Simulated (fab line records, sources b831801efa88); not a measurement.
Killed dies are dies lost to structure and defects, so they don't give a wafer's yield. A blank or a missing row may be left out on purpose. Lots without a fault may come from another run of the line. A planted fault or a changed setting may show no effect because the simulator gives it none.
A struck lot beside a sound one | flow sky130 | 31 steps out of a route of 708
Sound: wafers L657.2, L657.3, L657.4. Struck: wafers L669.1, L669.4, L669.5. The cause comes at the end.
At each step with rows: each side's tool, then ch and its chambers, then its first start. Under that, the readings that differ: sound wafers | struck wafers | difference of the means | sigmas: that difference in standard deviations of wafers without a fault.
alike: readings whose means differ by less than 2 such deviations, and words and numbers that are the same on both sides. not compared: withheld readings, readings that some wafer has no value for, bounds like >300 that may hide the same value, and numbers for which the record gives no deviation and whose values overlap.
The two part at a step that has a row with sigmas, a row that says differs or no value, or rows on one side only. Numbers that don't overlap but have no deviation are shown without sigmas and don't part them. A reading that every wafer of one side lacks parts them only if that side has two wafers or more.

first, 1 step without rows for these wafers: SKY_FIELD_ISO_ANNEAL_26 (time 1800 s).
SKY_FIELD_ISO_CMP_27: polishes, stops on Si3N4, t overpolish 16 s, target thk 457.8 nm.
  sound on cmp-02 ch 0,1,3, day 2 14:04; struck on cmp-02 ch 0,2,3, day 5 00:10
  alike: motor_current_A, overpolish_run_s, time_to_endpoint_s
then, 5 steps without rows for these wafers: SKY_FIELD_ISO_WET_ETCH_28 (etches SiO2 in dHF, target depth 23.7 nm, time 47 s); SKY_FIELD_ISO_WET_ETCH_29 (etches Si3N4 in H3PO4, target depth 160 nm, time 1825 s); SKY_FIELD_ISO_WET_ETCH_30 (etches SiO2 in dHF, target depth 25 nm, time 50 s); SKY_NWELL_CLEAN_00 (cleans in SC1/SC2, time 150 s); SKY_NWELL_OXIDATION_01 (stabilise 600 s, purge 300 s, target thk 10 nm).
SKY_NWELL_THK_MEAS_02:
  sound on film_metro-01, day 2 19:34; struck on film_metro-04, day 5 03:04
  alike: NWELL_OXIDATION_THK
then, 4 steps without rows for these wafers: SKY_DNWELL_DEHYDRATE_00 (time 60 s); SKY_DNWELL_HMDS_01 (prime time 60 s); SKY_DNWELL_COAT_02 (resist thk 3000 nm); SKY_DNWELL_SOFTBAKE_03.
SKY_DNWELL_EXPOSE_04: exposes mask DNM, target cd 3000 nm.
  sound on iline_stepper-02 ch 0, day 3 03:45; struck on iline_stepper-01 ch 0, day 5 11:50
  reading | sound             | struck                  | difference | sigmas
  mask    | DNM#0 DNM#0 DNM#0 | PWDEM#0 PWDEM#0 PWDEM#0 | differs    |
then, 3 steps without rows for these wafers: SKY_DNWELL_PEB_05; SKY_DNWELL_DEVELOP_06 (develop time 60 s); SKY_DNWELL_IMPLANT_07.
SKY_DNWELL_STRIP_08: strips in O2/N2.
  sound on plasma_asher-01 ch 0,1, day 3 10:56; struck on plasma_asher-01 ch 0,1, day 5 20:29
  alike: drypump_motor_current_A, o2_flow_sccm, oes_product_au, strip_time_to_endpoint_s
  not compared: rf_hours_counter_h
SKY_DNWELL_TW_MEAS_09:
  sound on film_metro-04, day 3 11:02; struck on film_metro-04, day 5 20:35
  reading   | sound          | struck   | difference | sigmas
  DNWELL_TW | 1115 1124 1122 | 30 30 30 | -1090      | -99 or more
then, 7 steps without rows for these wafers: SKY_PWDE_DEHYDRATE_00 (time 60 s); SKY_PWDE_HMDS_01 (prime time 60 s); SKY_PWDE_COAT_02 (resist thk 3000 nm); SKY_PWDE_SOFTBAKE_03; SKY_PWDE_EXPOSE_04 (exposes mask PWDEM, target cd 840 nm); SKY_PWDE_PEB_05; SKY_PWDE_DEVELOP_06 (develop time 60 s).
SKY_PWDE_OVL_MEAS_07:
  sound on overlay-02, day 4 03:26; struck on overlay-02, day 6 14:56
  alike: PWDE_OVL
then, 1 step without rows for these wafers: SKY_PWDE_IMPLANT_08.
SKY_PWDE_STRIP_09: strips in O2/N2.
  sound on plasma_asher-02 ch 0,1, day 4 03:37; struck on plasma_asher-02 ch 1, day 6 15:07
  alike: drypump_motor_current_A, o2_flow_sccm, oes_product_au, strip_time_to_endpoint_s
  not compared: rf_hours_counter_h
SKY_PWDE_TW_MEAS_10:
  sound on film_metro-03, day 4 03:44; struck on film_metro-04, day 6 15:13
  reading | sound       | struck         | difference | sigmas
  PWDE_TW | 380 379 380 | 1128 1137 1141 | +756       | +99 or more
then, 1 step without rows for these wafers: SKY_NWELL_DEHYDRATE_03 (time 60 s).
-- the record jumps here: 43 days lie between the struck wafers' starts before and after (it left off in module NWELL and takes up again in module PAD_OPEN, whose first step shown is number 708 of the route) --
SKY_PAD_OPEN_PROBE_99:
  sound on prober-01, day 46 07:30; struck on prober-02, day 49 04:07
  reading             | sound    | struck      | difference | sigmas
  killed_at_front_end | 15 21 14 | 417 432 419 | +406       | +99 or more
  killed_dies         | 87 88 75 | 492 492 492 | +409       | +45
  killed_on_rim       | 19 14 13 | 96 96 96    | +81        | +24
  alike: killed_at_M0_to_M3, killed_at_M4_up, killed_at_contacts, killed_at_other, killed_open, killed_short

WHERE THEY PART
First at SKY_DNWELL_EXPOSE_04; last, within this record, at SKY_PAD_OPEN_PROBE_99.

WHY: what the simulator had put in
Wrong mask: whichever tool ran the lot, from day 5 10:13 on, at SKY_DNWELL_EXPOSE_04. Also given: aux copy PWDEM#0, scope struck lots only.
